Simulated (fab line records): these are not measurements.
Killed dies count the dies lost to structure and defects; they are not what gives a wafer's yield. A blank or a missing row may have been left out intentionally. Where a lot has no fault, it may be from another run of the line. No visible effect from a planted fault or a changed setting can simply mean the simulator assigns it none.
fab line records	flow sky130
record lots=13	wafers=39	last_day=50
route steps=708 shown VT_ADJUST_HVTR@141 SONOS_TUNNEL@162 LDD_N@246 LDD_HVN@274 PAD_OPEN@708
lots untouched by any fault: they come from a run of this same line in which no faults occurred
start_h: hours from the record's first day to the start of the lot's first wafer shown	wait_h: hours since the lot's step before	" unchanged from the row above	L1.1+2: a row that stands for several wafers	- either no value or no given start	* or withheld: withheld	< > ~ a bound
route shown NAME@n: names a module that has steps shown in the file, with the first one's number in the route	usual: mean/standard deviation of fault-free wafers	same: alike in all rows	chamber/n: place in a boat	sites: per-site readings	_std_site: the values' standard deviation	_edge_site: mean of outer sites minus mean of inner sites	radius_mm: how far each site lies from the wafer's centre	mask NAME#n: copy n	behind: tool/chamber where the wafer was last shaped	hold: reason for holding the lot/hours on hold/outcome of the hold	device: transistor that didn't switch, given as n, p or np	end of line: the same wafers' tests at the end of the route	step lacking rows: just its recipe	killed: not the wafer's yield, but the dies lost to structure and defects at the first sort	map: shows each die of a wafer: x if killed, . if not, _ if none is there
set.NAME: the setting that was run; set.NAME@STEP: the one run at that earlier step	model.NAME: the simulator's own value behind a step, which no gauge read
one table for each step of the route and one row for each wafer, over a sample of lots
services: a tool's chamber out of use, with start hour (start_h, from the record's first day; less than 0 if before it), hours out, and reason
## steps
# step SKY_VT_ADJUST_HVTR_STRIP_10
# recipe chemistry=O2/N2	power_w=1400	pressure_mtorr=1500	platen_temp_c=withheld	o2_flow_sccm=3000	n2_flow_sccm=300	overash_fraction=0.5
# usual drypump_motor_current_A=5.8/0.62	oes_product_au=0.715/0.005	strip_time_to_endpoint_s=14.19/0.038
# same overash_fraction=0.5
lot.wafer	tool	chamber	start_h	wait_h	drypump_motor_current_A	oes_product_au	rf_hours_counter_h	strip_time_to_endpoint_s
L866.2	plasma_asher-01	0	222.73	0.1	4.9	0.711	54	14.19
L866.4	"	1	"	"	6.4	0.713	-	14.18
L866.6	"	1	"	"	6.5	0.709	-	14.18
L868.2	plasma_asher-01	1	232.28	0.1	6.5	0.708	55	14.18
L868.3	"	0	"	"	5.0	0.719	-	14.10
L868.6	"	0	"	"	5.0	0.714	-	14.15
L869.1	plasma_asher-04	0	240.62	0.1	5.5	0.726	13	14.20
L869.2	"	1	"	"	5.4	0.720	13	14.19
L869.6	"	1	"	"	5.4	0.718	-	14.22
L870.1	plasma_asher-04	0	243.38	0.1	5.5	0.710	13	14.10
L870.5	"	1	"	"	5.4	0.710	-	14.13
L870.6	"	0	"	"	5.5	0.717	-	14.13
L871.1	plasma_asher-03	0	254.23	0.1	6.6	0.718	56	14.17
L871.5	"	1	"	"	6.3	0.715	-	14.20
L871.6	"	0	"	"	6.6	0.716	-	14.18
L872.4	plasma_asher-01	0	265.46	0.1	5.0	0.717	-	14.12
L872.5	"	1	"	"	6.5	0.710	-	14.06
L872.6	"	0	"	"	5.0	0.716	-	14.12
L873.1	plasma_asher-04	1	268.93	0.1	5.4	0.709	15	14.18
L873.2	"	0	"	"	5.5	0.705	15	14.26
L873.3	"	0	"	"	5.5	0.713	-	14.18
L876.2	plasma_asher-03	0	292.28	0.1	6.6	0.720	60	14.22
L876.5	"	0	"	"	6.6	0.706	-	14.20
L876.6	"	1	"	"	6.3	0.715	-	14.20
L877.2	plasma_asher-01	0	298.98	0.1	5.0	0.717	61	14.22
L877.4	"	0	"	"	5.0	0.707	-	14.20
L877.6	"	1	"	"	6.4	0.715	-	14.18
L878.2	plasma_asher-03	0	304.78	0.1	6.6	0.714	61	14.19
L878.4	"	0	"	"	6.6	0.724	-	14.18
L878.5	"	1	"	"	6.3	0.713	-	14.23
L883.2	plasma_asher-01	1	340.58	0.1	6.4	0.722	66	14.19
L883.3	"	1	"	"	6.4	0.721	-	14.20
L883.4	"	0	"	"	5.0	0.712	-	14.23
L884.2	plasma_asher-03	0	351.68	0.1	6.6	0.716	66	14.23
L884.3	"	1	"	"	6.3	0.711	-	14.16
L884.5	"	1	"	"	6.3	0.723	-	14.23
L887.1	plasma_asher-04	1	374.43	0.1	5.4	0.721	25	14.29
L887.4	"	1	"	"	5.4	0.715	-	14.26
L887.5	"	0	"	"	5.5	0.730	-	14.24
# step SKY_SONOS_TUNNEL_OVL_MEAS_08
# usual SONOS_TUNNEL_OVL=0.4/1.5
lot.wafer	tool	chamber	start_h	wait_h	SONOS_TUNNEL_OVL[nm]
L866.2	overlay-01	-	268.10	0.1	-0.7
L866.4	"	-	"	"	0.2
L866.6	"	-	"	"	-0.3
L868.2	overlay-02	-	278.66	0.1	-1.5
L868.3	"	-	"	"	-2.1
L868.6	"	-	"	"	-1.3
L869.1	overlay-01	-	287.89	0.1	0.7
L869.2	"	-	"	"	1.9
L869.6	"	-	"	"	3.3
L870.1	overlay-01	-	292.69	0.1	1.2
L870.5	"	-	"	"	0.1
L870.6	"	-	"	"	0.9
L871.1	overlay-01	-	303.59	0.1	1.0
L871.5	"	-	"	"	0.2
L871.6	"	-	"	"	3.3
L872.4	overlay-01	-	315.66	0.1	-1.2
L872.5	"	-	"	"	-1.0
L872.6	"	-	"	"	-1.6
L873.1	overlay-01	-	319.74	0.1	-0.1
L873.2	"	-	"	"	-0.9
L873.3	"	-	"	"	-1.7
L876.2	overlay-02	-	343.70	0.1	0.2
L876.5	"	-	"	"	-0.2
L876.6	"	-	"	"	0.8
L877.2	overlay-01	-	351.20	0.1	-1.7
L877.4	"	-	"	"	-0.2
L877.6	"	-	"	"	-1.2
L878.2	overlay-01	-	356.59	0.1	-0.1
L878.4	"	-	"	"	-0.1
L878.5	"	-	"	"	-1.5
L883.2	overlay-02	-	397.49	0.1	0.5
L883.3	"	-	"	"	1.7
L883.4	"	-	"	"	1.0
L884.2	overlay-01	-	407.19	0.1	-0.9
L884.3	"	-	"	"	0.0
L884.5	"	-	"	"	0.6
L887.1	overlay-01	-	432.79	0.1	-1.3
L887.4	"	-	"	"	-1.5
L887.5	"	-	"	"	-1.7
# step SKY_LDD_N_IMPLANT_09
# recipe species=As	energy_kev=20	dose_cm2=7.5e+13	tilt_deg=withheld	rotation_deg=113
# usual dose_ions_cm2=7.5e+13/7.5e+10	end_station_pressure_torr=5.32e-06/2.9e-07
lot.wafer	tool	chamber	start_h	wait_h	dose_ions_cm2	end_station_pressure_torr
L866.2	implanter-01	0	426.18	0.1	7.503e+13	5.58e-06
L866.4	"	0	"	"	7.496e+13	5.19e-06
L866.6	"	0	"	"	7.498e+13	5.45e-06
L868.2	implanter-01	0	433.38	0.1	7.507e+13	5.44e-06
L868.3	"	0	"	"	7.497e+13	4.61e-06
L868.6	"	0	"	"	7.502e+13	4.99e-06
L869.1	implanter-01	0	443.50	0.1	7.511e+13	4.84e-06
L869.2	"	0	"	"	7.501e+13	5.68e-06
L869.6	"	0	"	"	7.501e+13	5.01e-06
L870.1	implanter-03	0	450.50	0.1	7.513e+13	5.17e-06
L870.5	"	0	"	"	7.508e+13	4.97e-06
L870.6	"	0	"	"	7.504e+13	5.06e-06
L871.1	implanter-03	0	473.00	0.1	7.51e+13	5.09e-06
L871.5	"	0	"	"	7.503e+13	5.32e-06
L871.6	"	0	"	"	7.503e+13	5.03e-06
L872.4	implanter-01	0	484.88	0.1	7.494e+13	5.27e-06
L872.5	"	0	"	"	7.486e+13	5.12e-06
L872.6	"	0	"	"	7.494e+13	6.01e-06
L873.1	implanter-03	0	486.70	0.1	7.493e+13	5.21e-06
L873.2	"	0	"	"	7.503e+13	5.4e-06
L873.3	"	0	"	"	7.507e+13	5.15e-06
L876.2	implanter-01	0	509.78	0.1	7.486e+13	5.84e-06
L876.5	"	0	"	"	7.492e+13	4.99e-06
L876.6	"	0	"	"	7.492e+13	5.01e-06
L877.2	implanter-03	0	518.68	0.1	7.497e+13	5.54e-06
L877.4	"	0	"	"	7.497e+13	5.07e-06
L877.6	"	0	"	"	7.503e+13	5.69e-06
L878.2	implanter-01	0	528.23	0.1	7.497e+13	5.54e-06
L878.4	"	0	"	"	7.511e+13	5.29e-06
L878.5	"	0	"	"	7.503e+13	5.18e-06
L883.2	implanter-01	0	568.43	0.1	7.652e+13	5.04e-06
L883.3	"	0	"	"	7.657e+13	5.64e-06
L883.4	"	0	"	"	7.65e+13	5.78e-06
L884.2	implanter-01	0	575.73	0.1	7.645e+13	5.84e-06
L884.3	"	0	"	"	7.641e+13	5.47e-06
L884.5	"	0	"	"	7.637e+13	5.05e-06
L887.1	implanter-03	0	599.81	0.1	7.512e+13	5.38e-06
L887.4	"	0	"	"	7.497e+13	4.88e-06
L887.5	"	0	"	"	7.507e+13	5.85e-06
# step SKY_LDD_HVN_OVL_MEAS_07
# usual LDD_HVN_OVL=-0.5/1.5
lot.wafer	tool	chamber	start_h	wait_h	LDD_HVN_OVL[nm]
L866.2	overlay-02	-	489.23	0.1	-0.5
L866.4	"	-	"	"	0.5
L866.6	"	-	"	"	0.0
L868.2	overlay-01	-	496.73	0.1	-1.3
L868.3	"	-	"	"	0.6
L868.6	"	-	"	"	0.0
L869.1	overlay-02	-	507.52	0.1	-0.4
L869.2	"	-	"	"	1.0
L869.6	"	-	"	"	-0.8
L870.1	overlay-02	-	512.67	0.1	0.7
L870.5	"	-	"	"	0.1
L870.6	"	-	"	"	1.5
L871.1	overlay-02	-	534.87	0.1	-1.6
L871.5	"	-	"	"	-0.3
L871.6	"	-	"	"	-2.5
L872.4	overlay-02	-	547.68	0.1	0.6
L872.5	"	-	"	"	-2.1
L872.6	"	-	"	"	-1.5
L873.1	overlay-02	-	548.87	0.1	-1.2
L873.2	"	-	"	"	-0.6
L873.3	"	-	"	"	0.5
L876.2	overlay-02	-	571.07	0.1	-0.6
L876.5	"	-	"	"	-0.6
L876.6	"	-	"	"	-1.0
L877.2	overlay-01	-	579.57	0.1	-1.1
L877.4	"	-	"	"	-0.2
L877.6	"	-	"	"	-0.3
L878.2	overlay-02	-	589.23	0.1	1.3
L878.4	"	-	"	"	1.6
L878.5	"	-	"	"	1.3
L883.2	overlay-02	-	626.83	0.1	-0.1
L883.3	"	-	"	"	0.2
L883.4	"	-	"	"	-1.0
L884.2	overlay-02	-	633.32	0.1	-0.2
L884.3	"	-	"	"	2.7
L884.5	"	-	"	"	0.2
L887.1	overlay-01	-	657.62	0.1	-1.5
L887.4	"	-	"	"	-2.1
L887.5	"	-	"	"	-0.6
# step SKY_PAD_OPEN_PROBE_99
# usual killed_at_M0_to_M3=44/7.1	killed_at_M4_up=3/1.6	killed_at_contacts=24/5.4	killed_at_front_end=15/4.7	killed_at_other=0.3/0.51	killed_dies=87/9.9	killed_open=48/7.6	killed_short=39/6.3
# same gross_dies=492	killed_at_back_side=0
lot.wafer	tool	chamber	start_h	wait_h	killed_at_M0_to_M3	killed_at_M4_up	killed_at_contacts	killed_at_front_end	killed_at_other	killed_dies	killed_open	killed_short
L866.2	prober-01	-	1092.63	0.1	43	6	21	10	0	80	44	36
L866.4	prober-01	-	1092.73	0.2	42	3	23	16	1	85	46	39
L866.6	prober-01	-	1092.83	0.2	60	3	29	9	0	101	49	52
L868.2	prober-02	-	1093.59	0.1	51	1	30	10	0	92	50	42
L868.3	prober-02	-	1093.64	0.2	40	2	33	17	0	92	44	48
L868.6	prober-02	-	1093.79	0.2	54	5	26	14	1	100	56	44
L869.1	prober-01	-	1104.50	0.1	51	2	23	8	0	84	47	37
L869.2	prober-01	-	1104.55	0.1	38	4	27	18	0	87	47	40
L869.6	prober-01	-	1104.75	0.2	41	4	39	14	0	98	56	42
L872.4	prober-02	-	1129.68	0.2	39	0	29	18	1	87	41	46
L872.5	prober-02	-	1129.73	0.2	35	2	17	24	0	78	33	45
L872.6	prober-02	-	1129.78	0.2	47	2	20	12	1	82	38	44
L870.1	prober-01	-	1130.59	0.1	35	4	26	13	0	78	42	36
L870.5	prober-01	-	1130.79	0.2	43	2	17	21	0	83	46	37
L870.6	prober-01	-	1130.84	0.2	42	2	23	16	1	84	38	46
L871.1	prober-02	-	1132.20	0.1	44	1	19	12	0	76	51	25
L871.5	prober-02	-	1132.40	0.2	52	3	30	9	0	94	60	34
L871.6	prober-02	-	1132.45	0.2	47	3	21	19	1	91	56	35
L873.1	prober-01	-	1134.20	0.1	47	2	28	8	1	86	47	39
L873.2	prober-01	-	1134.25	0.1	54	5	21	11	0	91	52	39
L873.3	prober-01	-	1134.30	0.2	51	4	28	15	0	98	55	43
L876.2	prober-01	-	1143.77	0.1	46	3	35	16	0	100	64	36
L876.5	prober-01	-	1143.92	0.2	42	3	20	17	0	82	46	36
L876.6	prober-01	-	1143.97	0.2	41	3	23	16	0	83	48	35
L877.2	prober-02	-	1153.94	0.1	43	4	17	15	0	79	34	45
L877.4	prober-02	-	1154.04	0.2	60	1	16	21	0	98	61	37
L877.6	prober-02	-	1154.14	0.2	45	2	23	13	0	83	43	40
L878.2	prober-01	-	1156.00	0.1	36	3	23	17	0	79	50	29
L878.4	prober-01	-	1156.10	0.2	43	3	18	21	0	85	49	36
L878.5	prober-01	-	1156.15	0.2	45	4	20	16	1	86	50	36
L883.2	prober-02	-	1179.51	0.1	43	4	14	16	0	77	45	32
L883.3	prober-02	-	1179.56	0.2	39	5	18	10	0	72	37	35
L883.4	prober-02	-	1179.61	0.2	39	2	29	14	1	85	48	37
L884.2	prober-01	-	1180.74	0.1	51	3	29	26	0	109	57	52
L884.3	prober-01	-	1180.79	0.2	49	1	26	14	0	90	37	53
L884.5	prober-01	-	1180.89	0.2	40	3	26	22	0	91	51	40
L887.1	prober-02	-	1196.24	0.1	52	4	21	12	0	89	45	44
L887.4	prober-02	-	1196.39	0.2	40	2	22	11	0	75	44	31
L887.5	prober-02	-	1196.44	0.2	47	3	23	18	0	91	48	43
# killed by level:class
L866.2 VIA1:geometric_particle:open=11 CONTACT:geometric_particle:open=6 VIA1:geometric_particle:short=6 VIA2:geometric_particle:open=6 LOCAL_INTERCONNECT:geometric_particle:short=5 FIELD_ISO:geometric_particle:open=4 LI_CONTACT:geometric_particle:open=4 METAL1:geometric_particle:short=4
L866.4 LI_CONTACT:geometric_particle:open=8 VIA2:geometric_particle:open=8 METAL2:geometric_particle:short=7 VIA3:geometric_particle:open=7 LOCAL_INTERCONNECT:geometric_particle:short=6 FIELD_ISO:geometric_particle:short=5 POLY_GATE:geometric_particle:open=5 CONTACT:geometric_particle:short=3
L866.6 VIA1:geometric_particle:open=12 VIA2:geometric_particle:open=11 VIA1:geometric_particle:short=9 METAL1:geometric_particle:short=8 CONTACT:geometric_particle:short=7 LI_CONTACT:geometric_particle:open=6 LOCAL_INTERCONNECT:geometric_particle:short=6 VIA3:geometric_particle:open=5
L868.2 CONTACT:geometric_particle:open=9 VIA1:geometric_particle:open=9 VIA1:geometric_particle:short=8 LOCAL_INTERCONNECT:geometric_particle:short=8 VIA3:geometric_particle:open=7 VIA2:geometric_particle:open=7 LI_CONTACT:geometric_particle:open=5 CONTACT:geometric_particle:short=4
L868.3 LI_CONTACT:geometric_particle:open=11 METAL1:geometric_particle:short=9 VIA1:geometric_particle:open=8 CONTACT:geometric_particle:open=7 LOCAL_INTERCONNECT:geometric_particle:short=6 METAL2:geometric_particle:short=6 VIA3:geometric_particle:open=5 LI_CONTACT:geometric_particle:short=5
L868.6 VIA2:geometric_particle:open=11 VIA1:geometric_particle:open=11 CONTACT:geometric_particle:open=9 VIA1:geometric_particle:short=7 CONTACT:geometric_particle:short=7 VIA3:geometric_particle:open=7 METAL2:geometric_particle:short=5 POLY_GATE:geometric_particle:short=4
L869.1 CONTACT:geometric_particle:open=10 VIA1:geometric_particle:open=10 VIA2:geometric_particle:open=9 VIA1:geometric_particle:short=8 LI_CONTACT:geometric_particle:open=7 METAL1:geometric_particle:short=7 VIA3:geometric_particle:short=5 METAL2:geometric_particle:short=4
L869.2 LI_CONTACT:geometric_particle:open=8 CONTACT:geometric_particle:open=8 CONTACT:geometric_particle:short=7 VIA2:geometric_particle:open=7 VIA1:geometric_particle:short=7 METAL2:geometric_particle:short=6 VIA1:geometric_particle:open=6 POLY_GATE:geometric_particle:open=4
L869.6 CONTACT:geometric_particle:open=17 LI_CONTACT:geometric_particle:open=11 VIA1:geometric_particle:open=9 METAL1:geometric_particle:short=8 CONTACT:geometric_particle:short=6 VIA3:geometric_particle:open=6 VIA3:geometric_particle:short=5 POLY_GATE:geometric_particle:open=4
L872.4 CONTACT:geometric_particle:open=11 VIA1:geometric_particle:open=8 VIA3:geometric_particle:open=7 CONTACT:geometric_particle:short=6 LI_CONTACT:geometric_particle:open=5 METAL2:geometric_particle:short=5 VIA3:geometric_particle:short=5 FIELD_ISO:geometric_particle:short=4
L872.5 FIELD_ISO:geometric_particle:short=7 LI_CONTACT:geometric_particle:open=6 METAL2:geometric_particle:short=6 VIA3:geometric_particle:open=6 VIA1:geometric_particle:open=5 FIELD_ISO:geometric_particle:open=4 POLY_GATE:geometric_particle:short=4 CONTACT:geometric_particle:short=4
L872.6 METAL2:geometric_particle:short=11 VIA3:geometric_particle:open=7 CONTACT:geometric_particle:open=6 VIA1:geometric_particle:open=6 VIA2:geometric_particle:short=5 LOCAL_INTERCONNECT:geometric_particle:short=5 VIA2:geometric_particle:open=5 FIELD_ISO:geometric_particle:open=4
L870.1 CONTACT:geometric_particle:open=9 LOCAL_INTERCONNECT:geometric_particle:short=7 METAL2:geometric_particle:short=7 POLY_GATE:geometric_particle:open=6 VIA3:geometric_particle:open=6 METAL1:geometric_particle:short=5 VIA2:geometric_particle:open=5 FIELD_ISO:geometric_particle:open=4
L870.5 VIA1:geometric_particle:open=11 CONTACT:geometric_particle:open=7 FIELD_ISO:geometric_particle:open=6 LI_CONTACT:geometric_particle:open=6 METAL1:geometric_particle:short=6 VIA1:geometric_particle:short=6 VIA3:geometric_particle:short=6 FIELD_ISO:geometric_particle:short=5
L870.6 FIELD_ISO:geometric_particle:open=10 METAL1:geometric_particle:short=9 CONTACT:geometric_particle:open=8 METAL2:geometric_particle:short=8 LOCAL_INTERCONNECT:geometric_particle:short=6 VIA1:geometric_particle:open=6 METAL1:geometric_particle:open=4 VIA1:geometric_particle:short=4
L871.1 VIA1:geometric_particle:open=12 CONTACT:geometric_particle:open=8 VIA3:geometric_particle:open=6 POLY_GATE:geometric_particle:open=5 VIA1:geometric_particle:short=5 LI_CONTACT:geometric_particle:open=4 CONTACT:geometric_particle:short=4 METAL1:geometric_particle:open=4
L871.5 VIA1:geometric_particle:open=19 CONTACT:geometric_particle:open=15 VIA3:geometric_particle:open=11 METAL2:geometric_particle:short=7 LI_CONTACT:geometric_particle:open=6 LOCAL_INTERCONNECT:geometric_particle:short=4 POLY_GATE:geometric_particle:open=3 VIA1:geometric_particle:short=3
L871.6 VIA1:geometric_particle:open=10 VIA3:geometric_particle:open=10 LI_CONTACT:geometric_particle:open=9 CONTACT:geometric_particle:open=8 VIA2:geometric_particle:open=7 VIA3:geometric_particle:short=6 FIELD_ISO:geometric_particle:short=5 SPACER:geometric_particle:open=5
L873.1 VIA1:geometric_particle:open=13 METAL1:geometric_particle:short=8 LI_CONTACT:geometric_particle:open=8 CONTACT:geometric_particle:open=6 METAL2:geometric_particle:short=5 LOCAL_INTERCONNECT:geometric_particle:short=5 CONTACT:geometric_particle:short=5 VIA3:geometric_particle:open=5
L873.2 VIA1:geometric_particle:open=19 VIA2:geometric_particle:open=9 CONTACT:geometric_particle:open=7 VIA1:geometric_particle:short=6 METAL2:geometric_particle:short=6 LI_CONTACT:geometric_particle:short=5 LI_CONTACT:geometric_particle:open=5 METAL4:geometric_particle:short=4
L873.3 VIA1:geometric_particle:open=15 CONTACT:geometric_particle:open=11 VIA1:geometric_particle:short=7 VIA2:geometric_particle:open=7 CONTACT:geometric_particle:short=6 LOCAL_INTERCONNECT:geometric_particle:short=5 VIA3:geometric_particle:open=5 FIELD_ISO:geometric_particle:short=4
L876.2 VIA1:geometric_particle:open=17 CONTACT:geometric_particle:open=13 LI_CONTACT:geometric_particle:open=10 POLY_GATE:geometric_particle:short=7 VIA3:geometric_particle:open=7 POLY_GATE:geometric_particle:open=5 LI_CONTACT:geometric_particle:short=4 VIA2:geometric_particle:open=4
L876.5 VIA1:geometric_particle:open=13 VIA1:geometric_particle:short=8 FIELD_ISO:geometric_particle:short=5 FIELD_ISO:geometric_particle:open=5 LI_CONTACT:geometric_particle:open=5 CONTACT:geometric_particle:open=5 METAL2:geometric_particle:short=5 VIA3:geometric_particle:open=4
L876.6 VIA1:geometric_particle:open=16 CONTACT:geometric_particle:open=7 POLY_GATE:geometric_particle:short=6 LOCAL_INTERCONNECT:geometric_particle:short=6 VIA2:geometric_particle:open=6 LI_CONTACT:geometric_particle:open=5 FIELD_ISO:geometric_particle:open=4 METAL2:geometric_particle:short=4
L877.2 METAL1:geometric_particle:short=12 VIA1:geometric_particle:open=9 CONTACT:geometric_particle:open=8 POLY_GATE:geometric_particle:short=7 VIA3:geometric_particle:open=6 VIA1:geometric_particle:short=5 LOCAL_INTERCONNECT:geometric_particle:short=4 METAL2:geometric_particle:short=4
L877.4 VIA1:geometric_particle:open=14 VIA3:geometric_particle:open=11 METAL2:geometric_particle:short=9 POLY_GATE:geometric_particle:open=7 VIA2:geometric_particle:open=7 CONTACT:geometric_particle:open=6 FIELD_ISO:geometric_particle:open=5 POLY_GATE:geometric_particle:short=4
L877.6 METAL1:geometric_particle:short=10 CONTACT:geometric_particle:open=9 VIA3:geometric_particle:open=8 LI_CONTACT:geometric_particle:open=7 VIA1:geometric_particle:open=7 FIELD_ISO:geometric_particle:short=5 METAL2:geometric_particle:short=5 POLY_GATE:geometric_particle:open=4
L878.2 LI_CONTACT:geometric_particle:open=14 VIA1:geometric_particle:open=8 VIA3:geometric_particle:open=8 FIELD_ISO:geometric_particle:open=5 POLY_GATE:geometric_particle:short=5 METAL1:geometric_particle:short=4 CONTACT:geometric_particle:open=4 VIA2:geometric_particle:open=4
L878.4 VIA2:geometric_particle:open=9 VIA1:geometric_particle:open=7 FIELD_ISO:geometric_particle:short=6 CONTACT:geometric_particle:open=6 VIA3:geometric_particle:short=5 VIA3:geometric_particle:open=5 FIELD_ISO:geometric_particle:open=4 LI_CONTACT:geometric_particle:open=4
L878.5 VIA1:geometric_particle:open=15 CONTACT:geometric_particle:open=9 METAL2:geometric_particle:short=7 LI_CONTACT:geometric_particle:open=6 POLY_GATE:geometric_particle:open=5 VIA2:geometric_particle:open=5 SPACER:geometric_particle:short=4 METAL1:geometric_particle:short=4
L883.2 VIA1:geometric_particle:open=11 VIA3:geometric_particle:open=9 LI_CONTACT:geometric_particle:open=6 FIELD_ISO:geometric_particle:open=5 POLY_GATE:geometric_particle:short=5 METAL1:geometric_particle:short=5 VIA1:geometric_particle:short=5 FIELD_ISO:geometric_particle:short=4
L883.3 VIA1:geometric_particle:open=11 VIA2:geometric_particle:open=6 CONTACT:geometric_particle:short=6 VIA1:geometric_particle:short=5 LI_CONTACT:geometric_particle:open=4 LOCAL_INTERCONNECT:geometric_particle:short=4 VIA3:geometric_particle:open=4 POLY_GATE:geometric_particle:open=3
L883.4 VIA1:geometric_particle:open=13 CONTACT:geometric_particle:open=8 LOCAL_INTERCONNECT:geometric_particle:short=7 METAL2:geometric_particle:short=7 FIELD_ISO:geometric_particle:open=5 CONTACT:geometric_particle:short=5 POLY_GATE:geometric_particle:short=4 LOCAL_INTERCONNECT:geometric_particle:open=4
L884.2 VIA1:geometric_particle:open=15 LI_CONTACT:geometric_particle:open=9 LOCAL_INTERCONNECT:geometric_particle:short=8 CONTACT:geometric_particle:open=7 FIELD_ISO:geometric_particle:short=6 VIA1:geometric_particle:short=6 POLY_GATE:geometric_particle:short=5 VIA2:geometric_particle:open=5
L884.3 METAL1:geometric_particle:short=11 VIA1:geometric_particle:open=8 LI_CONTACT:geometric_particle:open=8 CONTACT:geometric_particle:short=6 VIA2:geometric_particle:short=6 METAL2:geometric_particle:short=6 VIA3:geometric_particle:open=6 FIELD_ISO:geometric_particle:short=5
L884.5 CONTACT:geometric_particle:open=9 VIA1:geometric_particle:open=9 VIA2:geometric_particle:open=8 LI_CONTACT:geometric_particle:open=7 POLY_GATE:geometric_particle:open=6 FIELD_ISO:geometric_particle:short=5 VIA2:geometric_particle:short=5 CONTACT:geometric_particle:short=5
L887.1 VIA1:geometric_particle:open=9 LI_CONTACT:geometric_particle:open=8 VIA3:geometric_particle:open=7 VIA3:geometric_particle:short=7 CONTACT:geometric_particle:open=6 METAL2:geometric_particle:short=6 VIA1:geometric_particle:short=5 FIELD_ISO:geometric_particle:short=4
L887.4 VIA1:geometric_particle:open=11 CONTACT:geometric_particle:open=9 CONTACT:geometric_particle:short=7 VIA2:geometric_particle:open=6 LI_CONTACT:geometric_particle:open=5 VIA3:geometric_particle:short=5 METAL2:geometric_particle:short=4 VIA3:geometric_particle:open=4
L887.5 VIA1:geometric_particle:open=12 CONTACT:geometric_particle:open=8 VIA3:geometric_particle:open=7 POLY_GATE:geometric_particle:open=5 LI_CONTACT:geometric_particle:open=5 METAL2:geometric_particle:short=5 VIA1:geometric_particle:short=5 METAL3:geometric_particle:short=5
## services
tool	chamber	start_h	hours	kind
implanter-03	-	209.57	4.1	repair
plasma_asher-01	-	214.94	1.9	repair
implanter-03	-	233.65	4.3	pm
implanter-01	-	327.06	3.9	pm
plasma_asher-03	-	332.07	2.8	pm
plasma_asher-04	-	354.86	16.7	repair
implanter-01	-	362.86	2.6	repair
plasma_asher-04	-	379.28	3.2	repair
plasma_asher-01	-	421.25	9.0	pm
plasma_asher-01	0	421.25	9.0	vent_cycle
plasma_asher-01	1	421.25	9.0	vent_cycle
implanter-01	-	428.01	2.4	repair
plasma_asher-01	0	430.25	-	clean
plasma_asher-03	-	437.57	1.1	repair
plasma_asher-03	-	442.62	6.7	repair
plasma_asher-01	-	457.79	1.4	repair
plasma_asher-03	-	466.06	1.7	repair
implanter-03	-	511.64	3.7	pm
plasma_asher-03	-	532.71	5.9	repair
implanter-01	-	563.43	3.1	repair
implanter-03	-	576.57	1.5	repair
implanter-01	-	577.84	4.4	repair
plasma_asher-01	-	594.41	9.1	repair
implanter-01	-	595.01	1.7	repair
## key
first_sign step=SKY_LDD_N_IMPLANT_09	reading=dose_ions_cm2	direction=up	sigmas=19	usual=*	struck=*
effect none on later readings
met_at SKY_LDD_N_IMPLANT_09
struck_lots L883,L884
tester_left_out L883,L884
not_acting_at SKY_VT_ADJUST_HVTR_STRIP_10,SKY_SONOS_TUNNEL_OVL_MEAS_08,SKY_LDD_HVN_OVL_MEAS_07
onset_between 528.23 568.43
fault kind=process_parameter_drift	tool=implanter-01	chamber=-	onset_h=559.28	steps=SKY_LDD_N_IMPLANT_09	channel=dose_cm2	offset=*	shape=step	end_h=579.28	acts_in=*	stated=*
# tester_left_out: of these lots the tester's yield and bins aren't shown, on N5 and GAA mostly nor the transistor test; their killed dies are dies lost to structure and defects alone, not to doping, threshold or leakage, so they don't give the yield
